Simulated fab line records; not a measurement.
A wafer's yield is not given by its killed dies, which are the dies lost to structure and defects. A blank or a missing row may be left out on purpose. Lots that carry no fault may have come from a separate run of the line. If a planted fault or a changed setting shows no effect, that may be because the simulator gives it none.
Chamber matching	flow gf180mcu	cmp-01 running GF_V3_CMP_26: 4 sister chambers
The step polishes, stops on SiO2, t overpolish 15 s, target thk 0 nm. 20 wafers are shown with their chamber, then 10 later ones without.

== EACH WAFER AND ITS CHAMBER ==
wafer	chamber	motorCurrentA (A)	timeToEndpointS (s)	platenRpm (rpm)
L074.1	1	10.9	84	59.90
L074.2	3	15.0	80	59.99
L074.5	1	10.8	83	59.90
L077.1	1	10.6	87	60.00
L077.2	0	10.1	85	60.00
L077.4	3	14.9	83	60.05
L078.2	2	9.3	81	59.97
L078.3	0	10.6	92	60.02
L078.6	1	10.2	83	60.01
L081.1	0	10.2	90	60.05
L081.3	3	15.5	81	60.06
L081.5	1	10.5	80	60.02
L082.1	2	9.3	78	59.95
L082.3	0	10.4	86	60.00
L082.5	3	15.0	82	59.95
L083.2	2	9.6	77	60.00
L083.3	1	10.3	81	59.94
L083.5	2	9.4	81	59.93
L087.1	3	14.3	81	60.01
L087.3	2	9.1	76	60.02

SIGNATURES (averages over the wafers above)
reading	chamber 0	chamber 1	chamber 2	chamber 3	scatter within a chamber
motorCurrentA	10.325	10.550	9.340	14.940	0.294
timeToEndpointS	88.25	83.00	78.60	81.40	2.36
platenRpm	60.0175	59.9617	59.9740	60.0120	0.0436
Rule: a wafer's distance from a chamber is the root of the sum, over the readings, of the square of ((its reading less the chamber's mean) divided by the reading's scatter). If the next closest chamber is less than 2 further off than the closest, the wafer can't be placed; otherwise it belongs to the closest. The scatter: take each reading less its chamber's mean, square it, sum over the shown wafers, divide by the number of wafers less the number of chambers, and take the root.

== WAFERS WITHOUT THEIR CHAMBER ==
wafer	motorCurrentA (A)	timeToEndpointS (s)	platenRpm (rpm)
L087.5	9.6	89	59.96
L089.4	14.1	83	60.00
L089.5	9.1	80	60.03
L089.6	14.9	84	60.05
L093.2	10.7	93	60.03
L093.3	15.1	85	60.02
L093.4	10.4	88	59.97
L095.1	9.0	85	60.02
L095.2	14.9	86	60.02
L095.4	10.6	90	59.96

== WHICH CHAMBER EACH ONE RAN IN ==
wafer	from the rows above	in truth
L087.5	can't be placed: 0 or 1 or 2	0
L089.4	3	3
L089.5	2	2
L089.6	3	3
L093.2	0	0
L093.3	3	3
L093.4	can't be placed: 0 or 1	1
L095.1	can't be placed: 2 or 0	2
L095.2	3	3
L095.4	can't be placed: 0 or 1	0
Correctly placed: 6 of 10. Can't be placed from these rows: 4 (the true chamber is among the candidates in 4). Placed wrongly: 0.
